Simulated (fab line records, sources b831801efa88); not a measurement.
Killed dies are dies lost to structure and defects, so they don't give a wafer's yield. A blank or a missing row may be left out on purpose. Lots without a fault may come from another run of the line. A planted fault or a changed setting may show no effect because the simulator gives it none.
fab line records | flow sky130
record lots=6 wafers=18 last_day=50
route steps=708 shown DNWELL@39 PWDE@45 NWELL@56 POLY_GATE@229
lots that met no fault: from a run of the same line without faults
start_h: hours from the record's first day to the start of the lot's first wafer shown | wait_h: hours since the lot's step before | " the same as in the row above | L1.1+2: a row that stands for several wafers | - no value, or no start given | * or withheld: withheld | < > ~ a bound
route shown NAME@n: a module of which the file shows steps, and the number in the route of the first | usual: mean/standard deviation of fault-free wafers | same: alike in all rows | chamber/n: place in a boat | sites: the reading at each site | _std_site: their standard deviation | _edge_site: outer sites' mean less inner sites' | radius_mm: how far each site lies from the wafer's centre | mask NAME#n: copy n | behind: the tool/chamber that last shaped the wafer | hold: why the lot was held/for how many hours/how that ended | device: the transistor (n, p or np) that didn't switch | end of line: the same wafers' tests at the end of the route | a step without rows: its recipe alone | killed: dies lost to structure and defects at the first sort, not the wafer's yield | map: a wafer's dies, x killed, . not, _ none there
set.NAME: the setting as run; set.NAME@STEP: as run at that earlier step | model.NAME: the simulator's own value behind a step, which no gauge read
lots at some steps of the route; a table a step, a row a wafer
services: from which hour (start_h, from the record's first day; less than 0 if before it) a tool's chamber was out of use, for how many hours, and why
## steps
# step SKY_DNWELL_EXPOSE_04
# recipe mask_id=DNM na=0.57 target_cd_nm=3000 dose_mj=222
# step SKY_DNWELL_PEB_05
# recipe temp_c=115 time_s=withheld
# step SKY_DNWELL_DEVELOP_06
# recipe wall_angle_deg=90 developer=TMAH develop_time_s=60 dev_temp_c=23
# step SKY_DNWELL_IMPLANT_07
# recipe species=P energy_kev=withheld dose_cm2=withheld tilt_deg=withheld
# step SKY_DNWELL_STRIP_08
# recipe chemistry=O2/N2 power_w=1400 pressure_mtorr=1500 platen_temp_c=withheld o2_flow_sccm=3000 n2_flow_sccm=300 overash_fraction=0.5
# usual drypump_motor_current_A=5.6/0.37 oes_product_au=0.722/0.0049 strip_time_to_endpoint_s=36.90/0.098
# columns lot.wafer tool chamber start_h wait_h drypump_motor_current_A oes_product_au rf_hours_counter_h strip_time_to_endpoint_s
L729.3 plasma_asher-02 1 59.87 0.1 4.9 0.722 - 36.96
L729.4 " 0 " " 6.0 0.722 - 36.85
L729.5 " 0 " " 6.0 0.721 - 36.78
L737.1 plasma_asher-04 1 104.96 0.1 5.3 0.724 40 36.90
L737.4 " 0 " " 5.6 0.726 - 37.08
L737.5 " 1 " " 5.3 0.719 - 37.01
L741.1 plasma_asher-02 1 122.27 0.1 4.9 0.723 0 36.71
L741.5 " 1 " " 4.9 0.720 - 36.72
L741.6 " 0 " " 6.0 0.719 - 36.81
L742.2 plasma_asher-02 1 126.11 0.1 4.9 0.721 1 36.94
L742.4 " 1 " " 4.9 0.714 - 36.89
L742.5 " 0 " " 6.0 0.719 - 36.77
L745.1 plasma_asher-04 1 145.02 0.1 5.3 0.723 44 36.81
L745.3 " 0 " " 5.7 0.726 - 36.82
L745.6 " 1 " " 5.3 0.721 - 36.75
L749.3 plasma_asher-03 0 172.42 0.1 5.5 0.707 - 36.85
L749.4 " 1 " " 6.0 0.720 - 36.88
L749.6 " 1 " " 6.0 0.725 - 36.87
# step SKY_DNWELL_TW_MEAS_09
# usual DNWELL_TW=1116/5.5
# columns lot.wafer tool chamber start_h wait_h DNWELL_TW
L729.3 film_metro-04 - 59.95 0.1 1120
L729.4 " - " " 1111
L729.5 " - " " 1118
L737.1 film_metro-01 - 105.06 0.1 1115
L737.4 " - " " 1119
L737.5 " - " " 1115
L741.1 film_metro-01 - 122.37 0.1 1107
L741.5 " - " " 1108
L741.6 " - " " 1116
L742.2 film_metro-04 - 126.22 0.1 1109
L742.4 " - " " 1112
L742.5 " - " " 1114
L745.1 film_metro-02 - 145.12 0.1 1122
L745.3 " - " " 1119
L745.6 " - " " 1117
L749.3 film_metro-01 - 172.50 0.1 1131
L749.4 " - " " 1125
L749.6 " - " " 1129
# step SKY_PWDE_DEHYDRATE_00
# recipe temp_c=200 time_s=60
# step SKY_PWDE_HMDS_01
# recipe prime_time_s=60 prime_temp_c=120
# step SKY_PWDE_COAT_02
# recipe spin_rpm=2000 resist_thk_nm=3000
# step SKY_PWDE_SOFTBAKE_03
# recipe temp_c=110 time_s=withheld
# step SKY_PWDE_EXPOSE_04
# recipe mask_id=PWDEM na=0.6 source_shape=conventional sigma_outer=0.6 polarization=unpolarized target_cd_nm=840 dose_mj=214
# step SKY_PWDE_PEB_05
# recipe temp_c=115 time_s=withheld
# step SKY_PWDE_DEVELOP_06
# recipe wall_angle_deg=90 developer=TMAH develop_time_s=60 dev_temp_c=23
# usual resist_line_temp_C=23.01/0.093
# columns lot.wafer tool chamber start_h wait_h resist_line_temp_C
L729.3 litho_track-04 0 76 - 23.06
L729.4 " 0 " " 23.01
L729.5 " 0 " " 23.12
L737.1 litho_track-01 0 123 - 22.97
L737.4 " 0 " " 23.03
L737.5 " 0 " " 22.92
L741.1 litho_track-01 0 141 - 23.04
L741.5 " 0 " " 22.98
L741.6 " 0 " " 23.04
L742.2 litho_track-01 0 145 - 22.80
L742.4 " 0 " " 22.86
L742.5 " 0 " " 22.91
L745.1 litho_track-04 0 164 - 23.05
L745.3 " 0 " " 23.04
L745.6 " 0 " " 23.10
L749.3 litho_track-03 0 194 - 22.97
L749.4 " 0 " " 22.97
L749.6 " 0 " " 22.98
# step SKY_PWDE_OVL_MEAS_07
# usual PWDE_OVL=1.5/1.3
# columns lot.wafer tool chamber start_h wait_h PWDE_OVL[nm]
L729.3 overlay-01 - 76.28 - -0.4
L729.4 " - " " 0.6
L729.5 " - " " 1.1
L737.1 overlay-01 - 123.26 - 1.3
L737.4 " - " " 0.5
L737.5 " - " " 1.8
L741.1 overlay-01 - 141.31 - -
L741.5 " - " " -
L741.6 " - " " -
L742.2 overlay-01 - 145.81 - -
L742.4 " - " " -
L742.5 " - " " -
L745.1 overlay-01 - 164.97 - 1.2
L745.3 " - " " 3.1
L745.6 " - " " 3.1
L749.3 overlay-01 - 194.23 - 0.4
L749.4 " - " " 1.1
L749.6 " - " " -0.3
# step SKY_PWDE_IMPLANT_08
# recipe species=B energy_kev=150 dose_cm2=3.6e+12 tilt_deg=withheld
# step SKY_PWDE_STRIP_09
# recipe chemistry=O2/N2 power_w=1400 pressure_mtorr=1500 platen_temp_c=withheld o2_flow_sccm=3000 n2_flow_sccm=300 overash_fraction=0.5
# usual drypump_motor_current_A=5.6/0.45 oes_product_au=0.722/0.0039 strip_time_to_endpoint_s=36.90/0.11
# columns lot.wafer tool chamber start_h wait_h drypump_motor_current_A oes_product_au rf_hours_counter_h strip_time_to_endpoint_s
L729.3 plasma_asher-01 0 76.49 0.1 5.5 0.728 - 36.91
L729.4 " 1 " " 6.1 0.720 - 36.91
L729.5 " 1 " " 6.1 0.728 - 36.79
L737.1 plasma_asher-02 0 123.44 0.1 6.0 0.719 0 36.78
L737.4 " 0 " " 6.0 0.717 - 36.59
L737.5 " 1 " " 4.9 0.722 - 36.64
L741.1 plasma_asher-02 0 141.49 0.1 6.0 0.719 2 36.88
L741.5 " 1 " " 4.9 0.720 - 36.82
L741.6 " 0 " " 6.0 0.723 - 36.83
L742.2 plasma_asher-02 0 145.99 0.1 6.0 0.722 3 37.03
L742.4 " 1 " " 4.9 0.721 - 36.93
L742.5 " 0 " " 6.0 0.725 - 37.02
L745.1 plasma_asher-01 1 165.16 0.1 6.1 0.731 47 37.05
L745.3 " 1 " " 6.1 0.723 - 36.97
L745.6 " 0 " " 5.5 0.714 - 37.04
L749.3 plasma_asher-01 0 194.44 0.1 5.5 0.720 - 36.84
L749.4 " 1 " " 6.1 0.723 - 36.85
L749.6 " 1 " " 6.1 0.729 - 36.91
# step SKY_PWDE_TW_MEAS_10
# usual PWDE_TW=374.3/1.9
# columns lot.wafer tool chamber start_h wait_h PWDE_TW
L729.3 film_metro-02 - 76.58 0.1 374.2
L729.4 " - " " 376.6
L729.5 " - " " 376.3
L737.1 film_metro-04 - 123.54 0.1 372.7
L737.4 " - " " 373.7
L737.5 " - " " 372.5
L741.1 film_metro-01 - 141.59 0.1 371.8
L741.5 " - " " 372.8
L741.6 " - " " 373.5
L742.2 film_metro-02 - 146.10 0.1 375.2
L742.4 " - " " 373.5
L742.5 " - " " 375.8
L745.1 film_metro-02 - 165.26 0.1 376.5
L745.3 " - " " 376.7
L745.6 " - " " 373.4
L749.3 film_metro-04 - 194.53 0.1 376.5
L749.4 " - " " 373.8
L749.6 " - " " 374.9
# step SKY_NWELL_DEHYDRATE_03
# recipe temp_c=200 time_s=60
# step SKY_NWELL_HMDS_04
# recipe prime_time_s=60 prime_temp_c=120
# step SKY_NWELL_COAT_05
# recipe spin_rpm=2000 resist_thk_nm=3000
# step SKY_NWELL_SOFTBAKE_06
# recipe temp_c=110 time_s=withheld
# step SKY_NWELL_EXPOSE_07
# recipe mask_id=NWM na=0.6 source_shape=conventional sigma_outer=0.6 polarization=unpolarized target_cd_nm=840 dose_mj=255
# step SKY_NWELL_PEB_08
# recipe temp_c=115 time_s=withheld
# step SKY_NWELL_DEVELOP_09
# recipe wall_angle_deg=90 developer=TMAH develop_time_s=60 dev_temp_c=23
# step SKY_NWELL_OVL_MEAS_10
# usual NWELL_00_OVL=-0.3/1.4
# columns lot.wafer tool chamber start_h wait_h NWELL_00_OVL[nm]
L729.3 overlay-02 - 93.64 - -1.8
L729.4 " - " " 0.2
L729.5 " - " " -2.1
L737.1 overlay-01 - 142.12 - -0.3
L737.4 " - " " -2.5
L737.5 " - " " 1.1
L741.1 overlay-02 - 160.02 - -3.7
L741.5 " - " " -0.5
L741.6 " - " " -1.5
L742.2 overlay-01 - 165.69 - -0.8
L742.4 " - " " -1.8
L742.5 " - " " -1.2
L745.1 overlay-01 - 186.92 - -0.7
L745.3 " - " " 0.0
L745.6 " - " " -1.2
L749.3 overlay-01 - 216.68 - -2.5
L749.4 " - " " -1.5
L749.6 " - " " -2.3
# step SKY_NWELL_IMPLANT_11
# recipe species=P energy_kev=400 dose_cm2=1.9e+13 tilt_deg=withheld
# step SKY_NWELL_IMPLANT_12
# recipe species=P energy_kev=120 dose_cm2=1.3e+12 tilt_deg=withheld
# step SKY_NWELL_IMPLANT_13
# recipe species=P energy_kev=50 dose_cm2=7e+11 tilt_deg=withheld
# step SKY_NWELL_STRIP_14
# recipe chemistry=O2/N2 power_w=1400 pressure_mtorr=1500 platen_temp_c=withheld o2_flow_sccm=3000 n2_flow_sccm=300 overash_fraction=0.5
# usual drypump_motor_current_A=5.68/0.29 oes_product_au=0.723/0.0045 strip_time_to_endpoint_s=36.89/0.089
# columns lot.wafer tool chamber start_h wait_h drypump_motor_current_A oes_product_au rf_hours_counter_h strip_time_to_endpoint_s
L729.3 plasma_asher-01 0 94.15 0.1 5.51 0.721 - 36.91
L729.4 " 1 " " 6.11 0.723 - 36.78
L729.5 " 1 " " 6.08 0.727 - 36.70
L737.1 plasma_asher-03 1 142.61 0.1 5.96 0.726 33 36.77
L737.4 " 0 " " 5.44 0.724 - 36.78
L737.5 " 1 " " 5.97 0.724 - 36.84
L741.1 plasma_asher-04 1 160.51 0.1 5.34 0.731 46 36.78
L741.5 " 1 " " 5.34 0.724 - 36.83
L741.6 " 0 " " 5.58 0.717 - 36.80
L742.2 plasma_asher-01 1 166.17 0.1 6.11 0.713 47 36.94
L742.4 " 1 " " 6.11 0.728 - 36.85
L742.5 " 0 " " 5.49 0.724 - 37.00
L745.1 plasma_asher-01 1 187.41 0.1 6.10 0.731 49 36.87
L745.3 " 1 " " 6.13 0.725 - 36.82
L745.6 " 0 " " 5.50 0.716 - 36.85
L749.3 plasma_asher-03 0 217.19 0.1 5.47 0.721 - 36.90
L749.4 " 1 " " 5.97 0.721 - 36.77
L749.6 " 0 " " 5.47 0.722 - 36.88
# step SKY_NWELL_TW_MEAS_15
# usual NWELL_TW=1824/7.6
# columns lot.wafer tool chamber start_h wait_h NWELL_TW
L729.3 film_metro-04 - 94.24 0.1 1822
L729.4 " - " " 1818
L729.5 " - " " 1825
L737.1 film_metro-04 - 142.71 0.1 1816
L737.4 " - " " 1824
L737.5 " - " " 1816
L741.1 film_metro-01 - 160.61 0.1 1828
L741.5 " - " " 1817
L741.6 " - " " 1830
L742.2 film_metro-04 - 166.28 0.1 1816
L742.4 " - " " 1815
L742.5 " - " " 1808
L745.1 film_metro-01 - 187.51 0.1 1832
L745.3 " - " " 1837
L745.6 " - " " 1834
L749.3 film_metro-01 - 217.28 0.1 1813
L749.4 " - " " 1811
L749.6 " - " " 1821
# step SKY_NWELL_DEHYDRATE_16
# recipe temp_c=200 time_s=60
# step SKY_NWELL_HMDS_17
# recipe prime_time_s=60 prime_temp_c=120
# step SKY_NWELL_COAT_18
# recipe spin_rpm=2000 resist_thk_nm=3000
# step SKY_NWELL_SOFTBAKE_19
# recipe temp_c=110 time_s=withheld
# step SKY_NWELL_EXPOSE_20
# recipe mask_id=NWM_COMPLEMENT na=0.6 source_shape=conventional sigma_outer=0.6 polarization=unpolarized target_cd_nm=840 dose_mj=260
# step SKY_NWELL_PEB_21
# recipe temp_c=115 time_s=withheld
# step SKY_NWELL_DEVELOP_22
# recipe wall_angle_deg=90 developer=TMAH develop_time_s=60 dev_temp_c=23
# step SKY_NWELL_OVL_MEAS_23
# usual NWELL_01_OVL=0.2/1.6
# columns lot.wafer tool chamber start_h wait_h NWELL_01_OVL[nm]
L729.3 overlay-02 - 111.09 - 2.1
L729.4 " - " " 2.6
L729.5 " - " " 1.7
L737.1 overlay-02 - 162.07 - -0.6
L737.4 " - " " -0.3
L737.5 " - " " -0.7
L741.1 overlay-01 - 181.57 - -1.7
L741.5 " - " " -2.2
L741.6 " - " " -2.6
L742.2 overlay-01 - 188.14 - 0.0
L742.4 " - " " 0.2
L742.5 " - " " -0.8
L745.1 overlay-02 - 209.62 - 2.2
L745.3 " - " " 1.4
L745.6 " - " " 2.5
L749.3 overlay-01 - 241.29 - -0.9
L749.4 " - " " -0.9
L749.6 " - " " -0.7
# step SKY_NWELL_IMPLANT_24
# recipe species=B energy_kev=140 dose_cm2=9.2e+12 tilt_deg=withheld
# step SKY_NWELL_STRIP_25
# recipe chemistry=O2/N2 power_w=1400 pressure_mtorr=1500 platen_temp_c=withheld o2_flow_sccm=3000 n2_flow_sccm=300 overash_fraction=0.5
# usual drypump_motor_current_A=5.70/0.28 oes_product_au=0.723/0.0047 strip_time_to_endpoint_s=36.90/0.1
# columns lot.wafer tool chamber start_h wait_h drypump_motor_current_A oes_product_au rf_hours_counter_h strip_time_to_endpoint_s
L729.3 plasma_asher-01 1 111.30 0.1 6.10 0.723 - 36.97
L729.4 " 0 " " 5.49 0.722 - 36.93
L729.5 " 0 " " 5.50 0.723 - 36.94
L737.1 plasma_asher-03 1 162.26 0.1 5.94 0.726 35 36.88
L737.4 " 1 " " 5.96 0.725 - 36.84
L737.5 " 1 " " 5.96 0.729 - 36.99
L741.1 plasma_asher-04 1 181.76 0.1 5.32 0.721 48 36.89
L741.5 " 0 " " 5.63 0.734 - 36.77
L741.6 " 1 " " 5.30 0.717 - 36.79
L742.2 plasma_asher-03 1 188.32 0.1 5.98 0.717 37 37.03
L742.4 " 1 " " 5.95 0.718 - 37.03
L742.5 " 0 " " 5.45 0.730 - 36.93
L745.1 plasma_asher-03 0 209.80 0.1 5.44 0.719 39 36.94
L745.3 " 0 " " 5.47 0.735 - 36.88
L745.6 " 1 " " 5.94 0.723 - 36.89
L749.3 plasma_asher-04 0 241.50 0.1 5.63 0.722 - 36.90
L749.4 " 1 " " 5.37 0.722 - 36.98
L749.6 " 1 " " 5.38 0.719 - 36.90
# step SKY_NWELL_TW_MEAS_26
# usual NWELL_2_TW=497.8/2.3
# columns lot.wafer tool chamber start_h wait_h NWELL_2_TW
L729.3 film_metro-04 - 111.39 0.1 499.4
L729.4 " - " " 501.8
L729.5 " - " " 497.6
L737.1 film_metro-04 - 162.36 0.1 496.9
L737.4 " - " " 497.1
L737.5 " - " " 497.6
L741.1 film_metro-02 - 181.86 0.1 502.3
L741.5 " - " " 503.3
L741.6 " - " " 501.5
L742.2 film_metro-02 - 188.43 0.1 502.8
L742.4 " - " " 504.1
L742.5 " - " " 503.2
L745.1 film_metro-04 - 209.90 0.1 498.6
L745.3 " - " " 501.6
L745.6 " - " " 500.4
L749.3 film_metro-02 - 241.59 0.1 497.8
L749.4 " - " " 498.3
L749.6 " - " " 497.5
# step SKY_NWELL_CLEAN_27
# recipe chemistry=SC1/SC2 mix=1:4:20 temp_c=70 time_s=150 dry=n2_spin
# step SKY_POLY_GATE_ETCH_15
# recipe chemistry=N2/H2 target=BARC ion_energy_ev=200 source_w=500 bias_w=100 pressure_mtorr=30 n2_flow_sccm=100 h2_flow_sccm=200 stop_on=SiO2 time_s=118.5 target_depth_a=1100
# usual bias_w=100.0/0.31 drypump_motor_current_A=5.8/0.57 oes_product_au=0.717/0.0048 throttle_valve_pct=13.213/0.0093
# columns lot.wafer tool chamber start_h wait_h bias_w drypump_motor_current_A oes_product_au rf_hours_counter_h throttle_valve_pct model.POLY_GATE.cd_nm
L729.3 rie_diel-03 0 391.61 0.0 100.4 5.3 0.713 4 13.217 152.7
L729.4 " 3 " " 99.6 5.2 0.716 2 13.228 151
L729.5 " 0 " " 100.2 5.2 0.713 - 13.215 153.4
L737.1 rie_diel-01 3 466.79 0.0 100.2 5.4 0.720 3 13.208 151.3
L737.4 " 2 " " 100.4 5.7 0.712 83 13.215 150.7
L737.5 " 2 " " 100.5 5.7 0.718 - 13.214 150
L741.1 rie_diel-03 3 494.77 0.0 99.6 5.2 0.723 3 13.224 148.7
L741.5 " 0 " " 100.2 5.2 0.714 - 13.217 149.7
L741.6 " 3 " " 99.8 5.2 0.718 - 13.229 149
L742.2 rie_diel-01 1 500.81 0.0 99.9 5.7 0.716 3 13.221 149.9
L742.4 " 3 " " 100.2 5.4 0.727 4 13.207 152.8
L742.5 " 0 " " 100.2 6.4 0.726 - 13.224 151.6
L745.1 rie_diel-02 0 523.02 0.0 100.1 5.5 0.718 1 13.206 149.8
L745.3 " 2 " " 100.1 5.8 0.717 37 13.213 149
L745.6 " 3 " " 100.6 6.5 0.718 - 13.223 149.4
L749.3 rie_diel-03 1 563.32 0.0 100.0 6.6 0.730 2 13.221 152.6
L749.4 " 3 " " 100.0 5.2 0.716 5 13.210 153.2
L749.6 " 0 " " 99.9 5.3 0.715 - 13.210 156
# step SKY_POLY_GATE_ETCH_17
# recipe target_depth_nm=180 stop_on=SiO2 over_etch_frac=0.56667 chemistry=HBr/Cl2 target=poly-Si icp_w=400 bias_w=100 pressure_mtorr=10 HBr_flow_sccm=150 Cl2_flow_sccm=50 time_s=70.5
# usual bias_w=100.0/0.31 drypump_motor_current_A=5.8/0.37 oes_product_au=0.984/0.0072 throttle_valve_pct=33.684/0.0085
# columns lot.wafer tool chamber start_h wait_h bias_w drypump_motor_current_A oes_product_au rf_hours_counter_h throttle_valve_pct model.POLY_GATE.cd_nm
L729.3 rie_si-01 2 391.79 0.0 100.6 5.6 0.978 63 33.683 153.1
L729.4 " 0 " " 99.8 6.0 0.979 1 33.674 151.5
L729.5 " 3 " " 100.3 6.0 0.980 - 33.683 153.7
L737.1 rie_si-01 3 466.97 0.0 100.0 6.1 0.991 3 33.690 151.8
L737.4 " 3 " " 100.2 6.1 0.982 - 33.690 151.7
L737.5 " 0 " " 100.3 6.1 0.980 - 33.678 151
L741.1 rie_si-01 1 494.95 0.0 99.6 5.9 0.988 2 33.705 148.5
L741.5 " 0 " " 99.9 6.1 0.982 - 33.680 149.8
L741.6 " 3 " " 99.8 6.1 0.983 - 33.674 149.7
L742.2 rie_si-01 3 500.99 0.0 100.4 6.1 0.988 3 33.680 149.2
L742.4 " 2 " " 100.0 5.6 0.993 0 33.676 153.3
L742.5 " 2 " " 100.1 5.6 0.992 - 33.687 152.1
L745.1 rie_si-02 0 523.20 0.0 100.1 6.0 0.985 6 33.684 150.1
L745.3 " 2 " " 99.7 5.4 0.995 1 33.690 149.6
L745.6 " 3 " " 100.3 5.0 0.978 - 33.684 150.4
L749.3 rie_si-01 3 563.50 0.0 99.5 6.1 0.997 3 33.696 153
L749.4 " 2 " " 99.6 5.6 0.991 - 33.668 152.7
L749.6 " 3 " " 99.4 6.1 0.993 - 33.681 155.9
## services
# columns tool chamber start_h hours kind
plasma_asher-04 - 67.18 3.2 repair
rie_si-01 - 94.16 0.2 repair
rie_si-01 3 104.40 3.7 repair
rie_si-01 2 107.73 9.5 repair
plasma_asher-02 - 108.75 9.0 pm
rie_si-01 0 194.19 13.3 repair
rie_si-01 2 207.67 15.4 repair
plasma_asher-04 - 219.03 6.2 repair
plasma_asher-04 - 220.98 1.5 repair
plasma_asher-01 - 237.65 0.3 repair
rie_si-01 2 240.95 13.2 repair
plasma_asher-03 - 257.08 2.8 pm
plasma_asher-02 - 273.06 3.0 repair
plasma_asher-04 - 275.61 14.6 pm
plasma_asher-01 - 283.61 3.8 repair
plasma_asher-02 - 325.00 4.0 repair
plasma_asher-02 - 410.74 14.6 pm
plasma_asher-01 - 421.25 9.0 pm
plasma_asher-02 - 433.39 2.1 repair
plasma_asher-02 - 436.63 2.0 repair
plasma_asher-01 - 502.42 0.4 repair
plasma_asher-01 - 502.81 2.8 pm
plasma_asher-03 - 524.78 6.5 repair
plasma_asher-02 - 557.36 2.8 pm
## key
first_sign step=SKY_PWDE_OVL_MEAS_07 reading=PWDE_OVL direction=missing
effect none on later readings
model_effect step=SKY_POLY_GATE_ETCH_15 value=POLY_GATE.cd_nm without=152 struck=150.3
model_effect step=SKY_POLY_GATE_ETCH_17 value=POLY_GATE.cd_nm without=152.2 struck=150.4
met_at SKY_PWDE_DEVELOP_06
struck_wafers L741.1,L741.5,L741.6,L742.2,L742.4,L742.5
sort_left_out L741.1,L741.5,L741.6,L742.2,L742.4,L742.5
tester_left_out L741,L742
loop_trim step=SKY_POLY_GATE_EXPOSE_10 setting=dose lots=L741
onset_between 123 141
also_fits SKY_DNWELL_STRIP_08:plasma_asher-02
fault kind=process_parameter_drift tool=litho_track-01 chamber=- onset_h=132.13 steps=SKY_PWDE_DEVELOP_06 channel=develop_time_s offset=* shape=step end_h=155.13 acts_in=* stated=*
# tester_left_out: of these lots the tester's yield and bins aren't shown, on N5 and GAA mostly nor the transistor test; their killed dies are dies lost to structure and defects alone, not to doping, threshold or leakage, so they don't give the yield
# sort_left_out: the simulated sort isn't trusted on such a fault, so these wafers' sort isn't shown, and their yield isn't known
# loop_trim: a control loop set the setting to another value than it would have without faults
